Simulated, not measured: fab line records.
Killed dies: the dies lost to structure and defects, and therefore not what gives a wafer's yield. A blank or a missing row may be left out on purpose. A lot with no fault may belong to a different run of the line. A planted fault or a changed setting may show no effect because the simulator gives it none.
fab line records || flow sky130
record: {"lots": 7, "wafers": 21, "last_day": 50}
route steps=708 shown METAL1@457 VIA1@458
lots with no fault: from the same line, run without faults
start_h: hours from the record's opening day to when the first of the lot's shown wafers began || wait_h: time in hours since the lot's previous step || " repeats the value in the row above || L1.1+2: several wafers, shown together as one row || - either no value or no given start || * or withheld: withheld || < > ~ a bound
route shown NAME@n: NAME is a module with steps in the file, n the number in the route of the first one || usual: the fault-free wafers' mean and standard deviation || same: alike in all rows || chamber/n: place in a boat || sites: readings site by site || _std_site: the standard deviation of these || _edge_site: outer sites' mean less inner sites' || radius_mm: how far each site lies from the wafer's centre || mask NAME#n: copy n || behind: the most recent tool/chamber to have shaped the wafer || hold: why the lot was held/for how many hours/how that ended || device: which transistor (n, p or np) failed to switch || end of line: the same wafers' tests at the end of the route || step lacking rows: just its recipe || killed: the dies lost at the first sort to structure and to defects; this is not the yield of the wafer || map: dies across one wafer; x = killed, . = not, _ = none there
set.NAME: setting as actually run; set.NAME@STEP: the setting as run at that earlier step || model.NAME: the simulator's own value behind a step, which no gauge read
lots at selected steps of the route; one table per step, one row per wafer
services: a tool's chamber out of use, with start hour (start_h, from the record's first day; less than 0 if before it), hours out, and reason
== steps ==
step: SKY_METAL1_CLEAN_23
recipe: {"chemistry": "O3/DIW", "dry": "n2_spin"}
step: SKY_VIA1_HDPCVD_00
recipe: {"material": "SiO2", "target_thk_nm": 1030, "sigma_open_frac": 0.3, "time_s": 171.7, "temp_c": 400, "sih4_flow_sccm": 60, "pressure_mtorr": 6}
step: SKY_VIA1_THK_MEAS_01
recipe: {"reads": "SiO2_of_VIA1_HDPCVD_00"}
usual: {"VIA1_HDPCVD_THK": "1036/12"}
{"lot.wafer": "L793.1", "tool": "film_metro-04", "chamber": "-", "start_h": 801.31, "wait_h": 0.1, "VIA1_HDPCVD_THK[nm]": 1012}
{"lot.wafer": "L793.3", "tool": "film_metro-04", "chamber": "-", "start_h": 801.31, "wait_h": 0.1, "VIA1_HDPCVD_THK[nm]": 1019}
{"lot.wafer": "L793.6", "tool": "film_metro-04", "chamber": "-", "start_h": 801.31, "wait_h": 0.1, "VIA1_HDPCVD_THK[nm]": 1025}
{"lot.wafer": "L795.2", "tool": "film_metro-04", "chamber": "-", "start_h": 829.19, "wait_h": 0.1, "VIA1_HDPCVD_THK[nm]": 1048}
{"lot.wafer": "L795.4", "tool": "film_metro-04", "chamber": "-", "start_h": 829.19, "wait_h": 0.1, "VIA1_HDPCVD_THK[nm]": 1039}
{"lot.wafer": "L795.5", "tool": "film_metro-04", "chamber": "-", "start_h": 829.19, "wait_h": 0.1, "VIA1_HDPCVD_THK[nm]": 1037}
{"lot.wafer": "L800.3", "tool": "film_metro-01", "chamber": "-", "start_h": 865.49, "wait_h": 0.1, "VIA1_HDPCVD_THK[nm]": 1042}
{"lot.wafer": "L800.4", "tool": "film_metro-01", "chamber": "-", "start_h": 865.49, "wait_h": 0.1, "VIA1_HDPCVD_THK[nm]": 1037}
{"lot.wafer": "L800.5", "tool": "film_metro-01", "chamber": "-", "start_h": 865.49, "wait_h": 0.1, "VIA1_HDPCVD_THK[nm]": 1049}
{"lot.wafer": "L801.3", "tool": "film_metro-01", "chamber": "-", "start_h": 872.16, "wait_h": 0.1, "VIA1_HDPCVD_THK[nm]": 1041}
{"lot.wafer": "L801.4", "tool": "film_metro-01", "chamber": "-", "start_h": 872.16, "wait_h": 0.1, "VIA1_HDPCVD_THK[nm]": 1043}
{"lot.wafer": "L801.5", "tool": "film_metro-01", "chamber": "-", "start_h": 872.16, "wait_h": 0.1, "VIA1_HDPCVD_THK[nm]": 1042}
{"lot.wafer": "L803.2", "tool": "film_metro-04", "chamber": "-", "start_h": 874.97, "wait_h": 0.1, "VIA1_HDPCVD_THK[nm]": 1017}
{"lot.wafer": "L803.3", "tool": "film_metro-04", "chamber": "-", "start_h": 874.97, "wait_h": 0.1, "VIA1_HDPCVD_THK[nm]": 1032}
{"lot.wafer": "L803.6", "tool": "film_metro-04", "chamber": "-", "start_h": 874.97, "wait_h": 0.1, "VIA1_HDPCVD_THK[nm]": 1030}
{"lot.wafer": "L810.2", "tool": "film_metro-02", "chamber": "-", "start_h": 924.22, "wait_h": 0.4, "VIA1_HDPCVD_THK[nm]": 1034}
{"lot.wafer": "L810.4", "tool": "film_metro-02", "chamber": "-", "start_h": 924.22, "wait_h": 0.4, "VIA1_HDPCVD_THK[nm]": 1042}
{"lot.wafer": "L810.6", "tool": "film_metro-02", "chamber": "-", "start_h": 924.22, "wait_h": 0.4, "VIA1_HDPCVD_THK[nm]": 1041}
{"lot.wafer": "L811.1", "tool": "film_metro-02", "chamber": "-", "start_h": 943.46, "wait_h": 0.1, "VIA1_HDPCVD_THK[nm]": 1050}
{"lot.wafer": "L811.4", "tool": "film_metro-02", "chamber": "-", "start_h": 943.46, "wait_h": 0.1, "VIA1_HDPCVD_THK[nm]": 1034}
{"lot.wafer": "L811.6", "tool": "film_metro-02", "chamber": "-", "start_h": 943.46, "wait_h": 0.1, "VIA1_HDPCVD_THK[nm]": 1037}
step: SKY_VIA1_CMP_02
recipe: {"material": "SiO2", "down_force_psi": 4, "platen_rpm": 60, "pad_velocity_m_s": 0.94248}
usual: {"motor_current_A": "12.3/0.99"}
{"lot.wafer": "L793.3", "tool": "cmp-01", "chamber": 2, "start_h": 801.37, "wait_h": 0.0, "motor_current_A": 11.3}
{"lot.wafer": "L793.1", "tool": "cmp-01", "chamber": 0, "start_h": 801.37, "wait_h": 0.0, "motor_current_A": 12.6}
{"lot.wafer": "L793.6", "tool": "cmp-01", "chamber": 2, "start_h": 801.37, "wait_h": 0.0, "motor_current_A": 10.6}
{"lot.wafer": "L795.2", "tool": "cmp-02", "chamber": 2, "start_h": 829.24, "wait_h": 0.0, "motor_current_A": 13.1}
{"lot.wafer": "L795.4", "tool": "cmp-02", "chamber": 1, "start_h": 829.24, "wait_h": 0.0, "motor_current_A": 13.9}
{"lot.wafer": "L795.5", "tool": "cmp-02", "chamber": 2, "start_h": 829.24, "wait_h": 0.0, "motor_current_A": 13.0}
{"lot.wafer": "L800.4", "tool": "cmp-02", "chamber": 3, "start_h": 865.58, "wait_h": 0.1, "motor_current_A": 11.3}
{"lot.wafer": "L800.3", "tool": "cmp-02", "chamber": 1, "start_h": 865.58, "wait_h": 0.1, "motor_current_A": 13.0}
{"lot.wafer": "L800.5", "tool": "cmp-02", "chamber": 3, "start_h": 865.58, "wait_h": 0.1, "motor_current_A": 12.6}
{"lot.wafer": "L801.4", "tool": "cmp-02", "chamber": 0, "start_h": 872.20, "wait_h": 0.0, "motor_current_A": 11.5}
{"lot.wafer": "L801.3", "tool": "cmp-02", "chamber": 3, "start_h": 872.20, "wait_h": 0.0, "motor_current_A": 12.2}
{"lot.wafer": "L801.5", "tool": "cmp-02", "chamber": 0, "start_h": 872.20, "wait_h": 0.0, "motor_current_A": 12.0}
{"lot.wafer": "L803.2", "tool": "cmp-02", "chamber": 3, "start_h": 875.07, "wait_h": 0.1, "motor_current_A": 12.1}
{"lot.wafer": "L803.3", "tool": "cmp-02", "chamber": 0, "start_h": 875.07, "wait_h": 0.1, "motor_current_A": 12.2}
{"lot.wafer": "L803.6", "tool": "cmp-02", "chamber": 3, "start_h": 875.07, "wait_h": 0.1, "motor_current_A": 12.3}
{"lot.wafer": "L810.4", "tool": "cmp-01", "chamber": 3, "start_h": 924.27, "wait_h": 0.0, "motor_current_A": 10.4}
{"lot.wafer": "L810.2", "tool": "cmp-01", "chamber": 2, "start_h": 924.27, "wait_h": 0.0, "motor_current_A": 11.9}
{"lot.wafer": "L810.6", "tool": "cmp-01", "chamber": 0, "start_h": 924.27, "wait_h": 0.0, "motor_current_A": 13.0}
{"lot.wafer": "L811.1", "tool": "cmp-02", "chamber": 2, "start_h": 943.52, "wait_h": 0.1, "motor_current_A": 13.0}
{"lot.wafer": "L811.4", "tool": "cmp-02", "chamber": 0, "start_h": 943.52, "wait_h": 0.1, "motor_current_A": 11.9}
{"lot.wafer": "L811.6", "tool": "cmp-02", "chamber": 2, "start_h": 943.52, "wait_h": 0.1, "motor_current_A": 13.2}
step: SKY_VIA1_BOW_MEAS_03
recipe: {"mode": "bow"}
usual: {"VIA1_BOW": "81/6.8"}
{"lot.wafer": "L793.1", "tool": "film_metro-01", "chamber": "-", "start_h": 801.67, "wait_h": 0.1, "VIA1_BOW[um]": 82}
{"lot.wafer": "L793.3", "tool": "film_metro-01", "chamber": "-", "start_h": 801.67, "wait_h": 0.1, "VIA1_BOW[um]": 95}
{"lot.wafer": "L793.6", "tool": "film_metro-01", "chamber": "-", "start_h": 801.67, "wait_h": 0.1, "VIA1_BOW[um]": 87}
{"lot.wafer": "L795.2", "tool": "film_metro-01", "chamber": "-", "start_h": 829.56, "wait_h": 0.3, "VIA1_BOW[um]": 80}
{"lot.wafer": "L795.4", "tool": "film_metro-01", "chamber": "-", "start_h": 829.56, "wait_h": 0.3, "VIA1_BOW[um]": 81}
{"lot.wafer": "L795.5", "tool": "film_metro-01", "chamber": "-", "start_h": 829.56, "wait_h": 0.3, "VIA1_BOW[um]": 78}
{"lot.wafer": "L800.3", "tool": "film_metro-04", "chamber": "-", "start_h": 865.87, "wait_h": 0.1, "VIA1_BOW[um]": 84}
{"lot.wafer": "L800.4", "tool": "film_metro-04", "chamber": "-", "start_h": 865.87, "wait_h": 0.1, "VIA1_BOW[um]": 70}
{"lot.wafer": "L800.5", "tool": "film_metro-04", "chamber": "-", "start_h": 865.87, "wait_h": 0.1, "VIA1_BOW[um]": 77}
{"lot.wafer": "L801.3", "tool": "film_metro-02", "chamber": "-", "start_h": 872.54, "wait_h": 0.1, "VIA1_BOW[um]": 80}
{"lot.wafer": "L801.4", "tool": "film_metro-02", "chamber": "-", "start_h": 872.54, "wait_h": 0.1, "VIA1_BOW[um]": 80}
{"lot.wafer": "L801.5", "tool": "film_metro-02", "chamber": "-", "start_h": 872.54, "wait_h": 0.1, "VIA1_BOW[um]": 78}
{"lot.wafer": "L803.2", "tool": "film_metro-04", "chamber": "-", "start_h": 875.34, "wait_h": 0.2, "VIA1_BOW[um]": 89}
{"lot.wafer": "L803.3", "tool": "film_metro-04", "chamber": "-", "start_h": 875.34, "wait_h": 0.2, "VIA1_BOW[um]": 80}
{"lot.wafer": "L803.6", "tool": "film_metro-04", "chamber": "-", "start_h": 875.34, "wait_h": 0.2, "VIA1_BOW[um]": 73}
{"lot.wafer": "L810.2", "tool": "film_metro-02", "chamber": "-", "start_h": 924.59, "wait_h": 0.1, "VIA1_BOW[um]": 75}
{"lot.wafer": "L810.4", "tool": "film_metro-02", "chamber": "-", "start_h": 924.59, "wait_h": 0.1, "VIA1_BOW[um]": 84}
{"lot.wafer": "L810.6", "tool": "film_metro-02", "chamber": "-", "start_h": 924.59, "wait_h": 0.1, "VIA1_BOW[um]": 78}
{"lot.wafer": "L811.1", "tool": "film_metro-01", "chamber": "-", "start_h": 943.82, "wait_h": 0.2, "VIA1_BOW[um]": 69}
{"lot.wafer": "L811.4", "tool": "film_metro-01", "chamber": "-", "start_h": 943.82, "wait_h": 0.2, "VIA1_BOW[um]": 81}
{"lot.wafer": "L811.6", "tool": "film_metro-01", "chamber": "-", "start_h": 943.82, "wait_h": 0.2, "VIA1_BOW[um]": 77}
step: SKY_VIA1_DEHYDRATE_04
recipe: {"temp_c": 200, "time_s": 60}
step: SKY_VIA1_HMDS_05
recipe: {"prime_time_s": 60, "prime_temp_c": 120}
step: SKY_VIA1_COAT_06
recipe: {"resist": "BARC", "temp_c": "withheld", "time_s": "withheld", "spin_rpm": 3000, "resist_thk_nm": 60}
step: SKY_VIA1_COAT_07
recipe: {"resist": "KrF-thick", "spin_rpm": 3000, "resist_thk_nm": 450}
step: SKY_VIA1_SOFTBAKE_08
recipe: {"temp_c": 100, "time_s": 90, "resist": "KrF-thick"}
step: SKY_VIA1_EXPOSE_09
recipe: {"mask_id": "VIM", "na": 0.8, "source_shape": "annular", "sigma_inner": 0.55, "sigma_outer": 0.85, "target_cd_nm": 150, "dose_mj": 38}
step: SKY_VIA1_PEB_10
recipe: {"peb_temp_c": "withheld", "peb_time_s": "withheld", "resist": "KrF-thick"}
step: SKY_VIA1_DEVELOP_11
recipe: {"develop_time_s": 60, "resist": "KrF-thick", "dev_temp_c": 21}
usual: {"chill_plate_temp_C": "22.99/0.096", "develop_time_s": "60/0"}
{"lot.wafer": "L793.1", "tool": "litho_track-02", "chamber": 0, "start_h": 825, "wait_h": "-", "chill_plate_temp_C": 23.14, "develop_time_s": 60, "model.KrF-thick_of_VIA1_COAT_07.thk_nm": 437.5}
{"lot.wafer": "L793.3", "tool": "litho_track-02", "chamber": 0, "start_h": 825, "wait_h": "-", "chill_plate_temp_C": 22.91, "develop_time_s": 60, "model.KrF-thick_of_VIA1_COAT_07.thk_nm": 436.8}
{"lot.wafer": "L793.6", "tool": "litho_track-02", "chamber": 0, "start_h": 825, "wait_h": "-", "chill_plate_temp_C": 23.00, "develop_time_s": 60, "model.KrF-thick_of_VIA1_COAT_07.thk_nm": 437.4}
{"lot.wafer": "L795.2", "tool": "litho_track-01", "chamber": 0, "start_h": 854, "wait_h": "-", "chill_plate_temp_C": 23.04, "develop_time_s": 60, "model.KrF-thick_of_VIA1_COAT_07.thk_nm": 434.3}
{"lot.wafer": "L795.4", "tool": "litho_track-01", "chamber": 0, "start_h": 854, "wait_h": "-", "chill_plate_temp_C": 23.11, "develop_time_s": 60, "model.KrF-thick_of_VIA1_COAT_07.thk_nm": 434.1}
{"lot.wafer": "L795.5", "tool": "litho_track-01", "chamber": 0, "start_h": 854, "wait_h": "-", "chill_plate_temp_C": 23.15, "develop_time_s": 60, "model.KrF-thick_of_VIA1_COAT_07.thk_nm": 435.9}
{"lot.wafer": "L800.3", "tool": "litho_track-02", "chamber": "-", "start_h": 890, "wait_h": "-", "chill_plate_temp_C": "-", "develop_time_s": "-", "model.KrF-thick_of_VIA1_COAT_07.thk_nm": 448.5}
{"lot.wafer": "L800.4", "tool": "litho_track-02", "chamber": "-", "start_h": 890, "wait_h": "-", "chill_plate_temp_C": "-", "develop_time_s": "-", "model.KrF-thick_of_VIA1_COAT_07.thk_nm": 448.4}
{"lot.wafer": "L800.5", "tool": "litho_track-02", "chamber": "-", "start_h": 890, "wait_h": "-", "chill_plate_temp_C": "-", "develop_time_s": "-", "model.KrF-thick_of_VIA1_COAT_07.thk_nm": 447.8}
{"lot.wafer": "L801.3", "tool": "litho_track-02", "chamber": "-", "start_h": 897, "wait_h": "-", "chill_plate_temp_C": "-", "develop_time_s": "-", "model.KrF-thick_of_VIA1_COAT_07.thk_nm": 451.5}
{"lot.wafer": "L801.4", "tool": "litho_track-02", "chamber": "-", "start_h": 897, "wait_h": "-", "chill_plate_temp_C": "-", "develop_time_s": "-", "model.KrF-thick_of_VIA1_COAT_07.thk_nm": 450.1}
{"lot.wafer": "L801.5", "tool": "litho_track-02", "chamber": "-", "start_h": 898, "wait_h": "-", "chill_plate_temp_C": "-", "develop_time_s": "-", "model.KrF-thick_of_VIA1_COAT_07.thk_nm": 449.9}
{"lot.wafer": "L803.2", "tool": "litho_track-02", "chamber": "-", "start_h": 900, "wait_h": "-", "chill_plate_temp_C": "-", "develop_time_s": "-", "model.KrF-thick_of_VIA1_COAT_07.thk_nm": 450.6}
{"lot.wafer": "L803.3", "tool": "litho_track-02", "chamber": "-", "start_h": 900, "wait_h": "-", "chill_plate_temp_C": "-", "develop_time_s": "-", "model.KrF-thick_of_VIA1_COAT_07.thk_nm": 451.7}
{"lot.wafer": "L803.6", "tool": "litho_track-02", "chamber": "-", "start_h": 900, "wait_h": "-", "chill_plate_temp_C": "-", "develop_time_s": "-", "model.KrF-thick_of_VIA1_COAT_07.thk_nm": 451.3}
{"lot.wafer": "L810.2", "tool": "litho_track-01", "chamber": 0, "start_h": 948, "wait_h": "-", "chill_plate_temp_C": 23.13, "develop_time_s": 60, "model.KrF-thick_of_VIA1_COAT_07.thk_nm": 435.1}
{"lot.wafer": "L810.4", "tool": "litho_track-01", "chamber": 0, "start_h": 948, "wait_h": "-", "chill_plate_temp_C": 22.95, "develop_time_s": 60, "model.KrF-thick_of_VIA1_COAT_07.thk_nm": 436.2}
{"lot.wafer": "L810.6", "tool": "litho_track-01", "chamber": 0, "start_h": 948, "wait_h": "-", "chill_plate_temp_C": 23.11, "develop_time_s": 60, "model.KrF-thick_of_VIA1_COAT_07.thk_nm": 436.8}
{"lot.wafer": "L811.1", "tool": "litho_track-03", "chamber": 0, "start_h": 967, "wait_h": "-", "chill_plate_temp_C": 23.06, "develop_time_s": 60, "model.KrF-thick_of_VIA1_COAT_07.thk_nm": 433.5}
{"lot.wafer": "L811.4", "tool": "litho_track-03", "chamber": 0, "start_h": 967, "wait_h": "-", "chill_plate_temp_C": 23.12, "develop_time_s": 60, "model.KrF-thick_of_VIA1_COAT_07.thk_nm": 434.9}
{"lot.wafer": "L811.6", "tool": "litho_track-03", "chamber": 0, "start_h": 967, "wait_h": "-", "chill_plate_temp_C": 23.03, "develop_time_s": 60, "model.KrF-thick_of_VIA1_COAT_07.thk_nm": 434.6}
step: SKY_VIA1_CD_MEAS_12
recipe: {"target_cd_nm": 150}
usual: {"cd_nm": "149.5/1.4"}
{"lot.wafer": "L793.1", "tool": "cd_sem-01", "chamber": "-", "start_h": 825.40, "wait_h": "-", "cd_nm": 148.9}
{"lot.wafer": "L793.3", "tool": "cd_sem-01", "chamber": "-", "start_h": 825.40, "wait_h": "-", "cd_nm": 150.2}
{"lot.wafer": "L793.6", "tool": "cd_sem-01", "chamber": "-", "start_h": 825.40, "wait_h": "-", "cd_nm": 150.0}
{"lot.wafer": "L795.2", "tool": "cd_sem-01", "chamber": "-", "start_h": 854.96, "wait_h": "-", "cd_nm": 149.3}
{"lot.wafer": "L795.4", "tool": "cd_sem-01", "chamber": "-", "start_h": 854.96, "wait_h": "-", "cd_nm": 149.1}
{"lot.wafer": "L795.5", "tool": "cd_sem-01", "chamber": "-", "start_h": 854.96, "wait_h": "-", "cd_nm": 148.5}
{"lot.wafer": "L800.3", "tool": "cd_sem-02", "chamber": "-", "start_h": 891.04, "wait_h": "-", "cd_nm": "-"}
{"lot.wafer": "L800.4", "tool": "cd_sem-02", "chamber": "-", "start_h": 891.04, "wait_h": "-", "cd_nm": "-"}
{"lot.wafer": "L800.5", "tool": "cd_sem-02", "chamber": "-", "start_h": 891.04, "wait_h": "-", "cd_nm": "-"}
{"lot.wafer": "L801.3", "tool": "cd_sem-01", "chamber": "-", "start_h": 898.09, "wait_h": "-", "cd_nm": "-"}
{"lot.wafer": "L801.4", "tool": "cd_sem-01", "chamber": "-", "start_h": 898.09, "wait_h": "-", "cd_nm": "-"}
{"lot.wafer": "L801.5", "tool": "cd_sem-01", "chamber": "-", "start_h": 898.09, "wait_h": "-", "cd_nm": "-"}
{"lot.wafer": "L803.2", "tool": "cd_sem-01", "chamber": "-", "start_h": 900.47, "wait_h": "-", "cd_nm": "-"}
{"lot.wafer": "L803.3", "tool": "cd_sem-01", "chamber": "-", "start_h": 900.47, "wait_h": "-", "cd_nm": "-"}
{"lot.wafer": "L803.6", "tool": "cd_sem-01", "chamber": "-", "start_h": 900.47, "wait_h": "-", "cd_nm": "-"}
{"lot.wafer": "L810.2", "tool": "cd_sem-02", "chamber": "-", "start_h": 948.56, "wait_h": "-", "cd_nm": 148.8}
{"lot.wafer": "L810.4", "tool": "cd_sem-02", "chamber": "-", "start_h": 948.56, "wait_h": "-", "cd_nm": 149.6}
{"lot.wafer": "L810.6", "tool": "cd_sem-02", "chamber": "-", "start_h": 948.56, "wait_h": "-", "cd_nm": 147.3}
{"lot.wafer": "L811.1", "tool": "cd_sem-02", "chamber": "-", "start_h": 967.76, "wait_h": "-", "cd_nm": 151.7}
{"lot.wafer": "L811.4", "tool": "cd_sem-02", "chamber": "-", "start_h": 967.76, "wait_h": "-", "cd_nm": 152.8}
{"lot.wafer": "L811.6", "tool": "cd_sem-02", "chamber": "-", "start_h": 967.76, "wait_h": "-", "cd_nm": 151.2}
== services ==
{"tool": "cmp-02", "chamber": "-", "start_h": 822.07, "hours": 1.0, "kind": "repair"}
{"tool": "cmp-01", "chamber": "-", "start_h": 892.20, "hours": 5.7, "kind": "pm"}
{"tool": "cmp-02", "chamber": "-", "start_h": 903.60, "hours": 1.4, "kind": "repair"}
{"tool": "cmp-02", "chamber": "-", "start_h": 912.00, "hours": 4.0, "kind": "pm"}
{"tool": "cmp-02", "chamber": "-", "start_h": 916.00, "hours": "-", "kind": "consumable_replace:conditioner"}
{"tool": "cmp-02", "chamber": "-", "start_h": 916.00, "hours": "-", "kind": "consumable_replace:pad"}
{"tool": "litho_track-01", "chamber": "-", "start_h": 925.28, "hours": "-", "kind": "consumable_replace:filter"}
{"tool": "cmp-02", "chamber": "-", "start_h": 932.93, "hours": 0.9, "kind": "repair"}
{"tool": "cmp-01", "chamber": "-", "start_h": 939.52, "hours": 1.2, "kind": "repair"}
{"tool": "cmp-01", "chamber": "-", "start_h": 957.95, "hours": 0.5, "kind": "repair"}
== key ==
first_sign: {"step": "SKY_VIA1_DEVELOP_11", "reading": "tool_record", "direction": "missing"}
effect none on later readings
model_effect: {"step": "SKY_VIA1_DEVELOP_11", "value": "KrF-thick_of_VIA1_COAT_07.thk_nm", "without": 435.9, "struck": 450}
met_at SKY_VIA1_DEVELOP_11
struck_wafers L800.3,L800.4,L800.5,L801.3,L801.4,L801.5,L803.2,L803.3,L803.6
later_rows_left_out L800.3,L800.4,L800.5,L801.3,L801.4,L801.5,L803.2,L803.3,L803.6
sort_left_out L800.3,L800.4,L800.5,L801.3,L801.4,L801.5,L803.2,L803.3,L803.6
onset_between 825 890
fault: {"kind": "skipped_step_whole", "tool": "litho_track-02", "chamber": "-", "onset_h": 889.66, "steps": "SKY_VIA1_DEVELOP_11", "scope": "struck_lots_only"}
sort_left_out: the simulated sort isn't trusted on such a fault, so these wafers' sort isn't shown, and their yield isn't known
later_rows_left_out: the simulator's readings of these wafers behind a module that went badly wrong aren't trusted and aren't shown, but for the sort
